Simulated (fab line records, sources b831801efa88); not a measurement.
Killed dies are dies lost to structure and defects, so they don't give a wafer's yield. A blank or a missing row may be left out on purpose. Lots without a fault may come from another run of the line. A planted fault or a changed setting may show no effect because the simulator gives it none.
Chamber matching | flow gf180mcu | GF_V4_CVD_00 on hdpcvd-01: 3 sister chambers
The step deposits SiO2, target thk 600 nm, time 100 s. 6 wafers are shown with their chamber, then 10 later ones without.

WAFERS WITH THEIR CHAMBER
wafer  | chamber | run_length_s (s) | sih4_flow_sccm (sccm)
L937.2 | 1       | 127.5            | 60.02
L940.1 | 2       | 127.5            | 59.94
L940.3 | 0       | 127.3            | 59.63
L940.6 | 0       | 127.0            | 59.65
L944.1 | 2       | 127.2            | 59.93
L944.3 | 1       | 127.5            | 60.26

WAFERS WITHOUT THEIR CHAMBER
wafer  | run_length_s (s) | sih4_flow_sccm (sccm)
L944.4 | 127.6            | 59.96
L950.1 | 127.4            | 59.85
L950.3 | 127.6            | 60.00
L950.4 | 128.2            | 59.78
L951.2 | 127.2            | 60.10
L951.4 | 127.3            | 59.96
L951.5 | 127.4            | 60.02
L952.1 | 127.0            | 60.43
L952.2 | 127.7            | 59.95
L952.6 | 127.2            | 60.22

WHICH CHAMBER EACH WENT THROUGH
wafer  | from the rows above          | in truth
L944.4 | can't be placed: 2 or 1      | 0
L950.1 | can't be placed: 2 or 0      | 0
L950.3 | can't be placed: 1 or 2      | 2
L950.4 | can't be placed: 2 or 1 or 0 | 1
L951.2 | can't be placed: 1 or 2      | 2
L951.4 | can't be placed: 2 or 1      | 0
L951.5 | can't be placed: 2 or 1      | 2
L952.1 | can't be placed: 1 or 2      | 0
L952.2 | can't be placed: 2 or 1      | 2
L952.6 | can't be placed: 1 or 2      | 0
Placed correctly: 0 of 10. Can't be placed from these rows: 10 (the true chamber is among the candidates in 6). Placed wrongly: 0.
How it was worked out, from the rows above alone: a wafer's distance from a chamber is the root of the sum, over the readings, of the square of ((its reading less the chamber's mean) divided by the reading's scatter). The wafer belongs to the nearest chamber; if the next one is less than 2 further off, it can't be placed. A chamber's mean is the mean of its shown wafers. The scatter: the root of (the sum of the squares of (reading less its chamber's mean) over the shown wafers, divided by (wafers less chambers)).
